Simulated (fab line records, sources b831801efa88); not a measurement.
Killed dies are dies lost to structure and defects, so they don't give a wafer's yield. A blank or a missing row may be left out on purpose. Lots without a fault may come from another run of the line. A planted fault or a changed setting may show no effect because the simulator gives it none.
A struck lot beside a sound one | flow sky130 | 16 steps out of a route of 708
Sound: wafers L423.1, L423.3, L423.4. Struck: wafers L419.2, L419.3, L419.6. The cause comes at the end.
At each step with rows: each side's tool, then ch and its chambers, then its first start. Under that, the readings that differ: sound wafers | struck wafers | difference of the means | sigmas: that difference in standard deviations of wafers without a fault.
alike: readings whose means differ by less than 2 such deviations, and words and numbers that are the same on both sides. not compared: withheld readings, readings that some wafer has no value for, bounds like >300 that may hide the same value, and numbers for which the record gives no deviation and whose values overlap.
The two part at a step that has a row with sigmas, a row that says differs or no value, or rows on one side only. Numbers that don't overlap but have no deviation are shown without sigmas and don't part them. A reading that every wafer of one side lacks parts them only if that side has two wafers or more.

SKY_NWELL_RS_MEAS_29: measures by four-point-probe.
  sound on film_metro-03, day 7 05:06; struck on film_metro-02, day 5 21:29
  alike: NWELL_RS
SKY_NWELL_RS_MEAS_31: measures by four-point-probe.
  sound on film_metro-03, day 7 05:20; struck on film_metro-02, day 5 21:43
  alike: PWDE_RS
then, 7 steps without rows for these wafers: SKY_VT_ADJUST_HVTP_DEHYDRATE_00 (time 60 s); SKY_VT_ADJUST_HVTP_HMDS_01 (prime time 60 s); SKY_VT_ADJUST_HVTP_COAT_02 (resist thk 1140 nm); SKY_VT_ADJUST_HVTP_SOFTBAKE_03 (time 60 s); SKY_VT_ADJUST_HVTP_EXPOSE_04 (exposes mask HVTPM, target cd 380 nm); SKY_VT_ADJUST_HVTP_PEB_05; SKY_VT_ADJUST_HVTP_DEVELOP_06 (develop time 60 s).
SKY_VT_ADJUST_HVTP_CD_MEAS_07: target cd 380 nm.
  sound on cd_sem-02, day 8 01:03; struck on cd_sem-01, day 6 17:25
  alike: cd_nm
SKY_VT_ADJUST_HVTP_OVL_MEAS_08:
  sound on overlay-01, day 8 01:10; struck on overlay-01, day 6 17:32
  alike: VT_ADJUST_HVTP_OVL
SKY_VT_ADJUST_HVTP_IMPLANT_09:
  sound on implanter-03 ch 0, day 8 01:13; struck on implanter-01 ch 0, day 6 17:35
  reading            | sound                         | struck                        | difference | sigmas
  dose_ions_cm2      | 4.301e+12 4.298e+12 4.299e+12 | 6.218e+12 6.223e+12 6.221e+12 | +1.921e+12 | +99 or more
  faraday_current_uA | 24.7 24.2 24.3                | 34.6 35.7 36.1                | +11.1      | +23
  alike: end_station_pressure_torr
SKY_VT_ADJUST_HVTP_STRIP_10: strips in O2/N2.
  sound on plasma_asher-03 ch 0,1, day 8 01:22; struck on plasma_asher-03 ch 0, day 6 17:43
  alike: drypump_motor_current_A, n2_flow_sccm, oes_product_au, strip_time_to_endpoint_s
  not compared: rf_hours_counter_h
SKY_VT_ADJUST_HVTP_TW_MEAS_11:
  sound on film_metro-04, day 8 01:28; struck on film_metro-04, day 6 17:49
  reading           | sound          | struck         | difference | sigmas
  VT_ADJUST_HVTP_TW | 1348 1361 1356 | 1526 1526 1520 | +169       | +13
then, 1 step without rows for these wafers: SKY_VT_ADJUST_LVTN_DEHYDRATE_00 (time 60 s).
-- the record jumps here: 40 days lie between the struck wafers' starts before and after (it left off in module VT_ADJUST_LVTN and takes up again in module PAD_OPEN, whose first step shown is number 708 of the route) --
SKY_PAD_OPEN_PROBE_99:
  sound on prober-01, day 48 00:50; struck on prober-01, day 47 02:05
  reading                                 | sound                | struck              | difference | sigmas
  model.etest.tip_p.rs_ohm_sq             | 6930 6907 6927       | 8076 8006 8130      | +1149      |
  model.etest.pfet_01v8.r_on_ohm_um       | 2957 2929 2924       | 3348 3323 3310      | +390       |
  model.etest.pfet_01v8.drive_ua_um       | 188.9 189 189.6      | 148.8 149.8 151.8   | -39.0      |
  model.etest.pfet_01v8_mvt.drive_ua_um   | 149.8 150 150.8      | 112.6 111.8 113.8   | -37.5      |
  model.etest.pfet_01v8_hvt.drive_ua_um   | 140.6 142.6 140.8    | 113.5 113.9 115.3   | -27.1      |
  model.etest.sram_pfet_latch.drive_ua_um | 139.4 143.6 144.1    | 117.6 113.6 118.6   | -25.8      |
  model.etest.ring_1v8.delay_ps           | 21.54 21.26 21.28    | 24.77 24.46 24.08   | +3.08      |
  model.etest.pfet_01v8.off_log10_a_um    | -10.01 -9.915 -9.799 | -12.77 -12.8 -12.79 | -2.88      |
  alike: killed_at_M0_to_M3, killed_at_M4_up, killed_at_contacts, killed_at_front_end, killed_at_other, killed_dies, killed_open, killed_short

WHERE THEY PART
First at SKY_VT_ADJUST_HVTP_IMPLANT_09; last, within this record, at SKY_VT_ADJUST_HVTP_TW_MEAS_11. Later steps at which nothing parts them and some readings are alike: SKY_PAD_OPEN_PROBE_99.

WHY: what the simulator had put in
Process parameter drift: implanter-01, from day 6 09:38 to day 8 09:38, at SKY_VT_ADJUST_HVTP_IMPLANT_09. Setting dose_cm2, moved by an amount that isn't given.
